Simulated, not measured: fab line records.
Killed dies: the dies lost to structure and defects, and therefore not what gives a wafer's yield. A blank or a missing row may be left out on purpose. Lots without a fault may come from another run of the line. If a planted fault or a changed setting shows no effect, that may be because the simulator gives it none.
A struck lot beside a sound one -- flow sky130 -- 15 out of 708 route steps
Sound: these wafers, L267.4, L267.5, L267.6. Struck: wafers L273.2, L273.4, L273.6. The cause comes at the end.
Per side, at each step with rows, come the tool, then ch with its chambers, and then its first start. Under that, the readings that differ: sound wafers -- struck wafers -- difference of the means -- sigmas: that difference in standard deviations of wafers without a fault.
alike: readings with means less than 2 such deviations apart, plus words and numbers identical on both sides. not compared: withheld readings, readings lacking a value on some wafer, bounds such as >300 that could conceal the same value, and numbers that have no deviation in the record and whose values overlap.
The two part at a step that has a row with sigmas, a row that says differs or no value, or rows on one side only. Numbers that don't overlap but have no deviation are shown without sigmas and don't part them. A reading that every wafer of one side lacks parts them only if that side has two wafers or more.

SKY_VIA1_CMP_24: polishes, stops on SiO2, t overpolish 15 s, target thk 0 nm.
  sound on cmp-02 ch 1,2,3, day 37 03:14; struck on cmp-02 ch 0,2, day 38 14:01
reading,sound,struck,difference,sigmas
motor current A (A),10.9 10.0 9.9,15.0 10.2 15.5,+3.3,+2
  alike: overpolish run s, slurry flow ml min, time to endpoint s
SKY_METAL2_SPUTTER_00: material Ti, target thk 15 nm, time 10 s.
  struck on pvd sputter-03, day 38 14:16; sound on pvd sputter-04, day 37 03:23
  alike: throttle valve pct
SKY_METAL2_SPUTTER_01: material TiN, target thk 20 nm, time 16.7 s.
  struck on pvd sputter-03, day 38 14:17; sound on pvd sputter-04, day 37 03:25
  alike: throttle valve pct
SKY_METAL2_SPUTTER_02: material AlCu, target thk 250 nm, time 13.3 s.
  struck on pvd sputter-03, day 38 14:19; sound on pvd sputter-04, day 37 03:26
  alike: throttle valve pct
then, 1 step without rows for these wafers: SKY_METAL2_SPUTTER_03 (material Ti, target thk 5 nm, time 3.3 s).
SKY_METAL2_SPUTTER_04: material TiN, target thk 70 nm, time 58.3 s.
  struck on pvd sputter-03, day 38 14:22; sound on pvd sputter-04, day 37 03:29
  alike: throttle valve pct
SKY_METAL2_RS_MEAS_05: the measuring method here is four-point-probe.
  struck on film metro-04, day 38 14:26; sound on film metro-03, day 37 03:35
  alike: METAL2_ALCU_RS
SKY_METAL2_THK_MEAS_06: measures by xrf.
  struck on film metro-04, day 38 14:32; sound on film metro-03, day 37 03:41
  alike: METAL2_ALCU_THK
then, 4 steps without rows for these wafers: SKY_METAL2_DEHYDRATE_07 (time 60 s); SKY_METAL2_HMDS_08 (prime time 60 s); SKY_METAL2_COAT_09 (resist thk 60 nm); SKY_METAL2_COAT_10 (resist thk 450 nm).
SKY_METAL2_SOFTBAKE_11: time 90 s.
  sound on litho track-02 ch 0, day 37 16:00; struck on litho track-02 ch 0, day 39 03:00
reading,sound,struck,difference,sigmas
heater power total W (W),57.51 57.25 57.29,56.73 56.59 56.47,-0.75,-6
plate temp C (C),100.08 100.13 100.11,99.09 99.03 99.19,-1.00,-8
  alike: exhaust pa
then, 1 step without rows for these wafers: SKY_METAL2_EXPOSE_12 (exposes mask MM2, target cd 140 nm).
SKY_PAD_OPEN_PROBE_99:
  rows exist in the record for the sound wafers here (prober-01, day 48 06:21), none for the struck ones

== WHERE THEY PART ==
At SKY_VIA1_CMP_24 first; at SKY_PAD_OPEN_PROBE_99 last (within this record only).

WHY: what the simulator had put in
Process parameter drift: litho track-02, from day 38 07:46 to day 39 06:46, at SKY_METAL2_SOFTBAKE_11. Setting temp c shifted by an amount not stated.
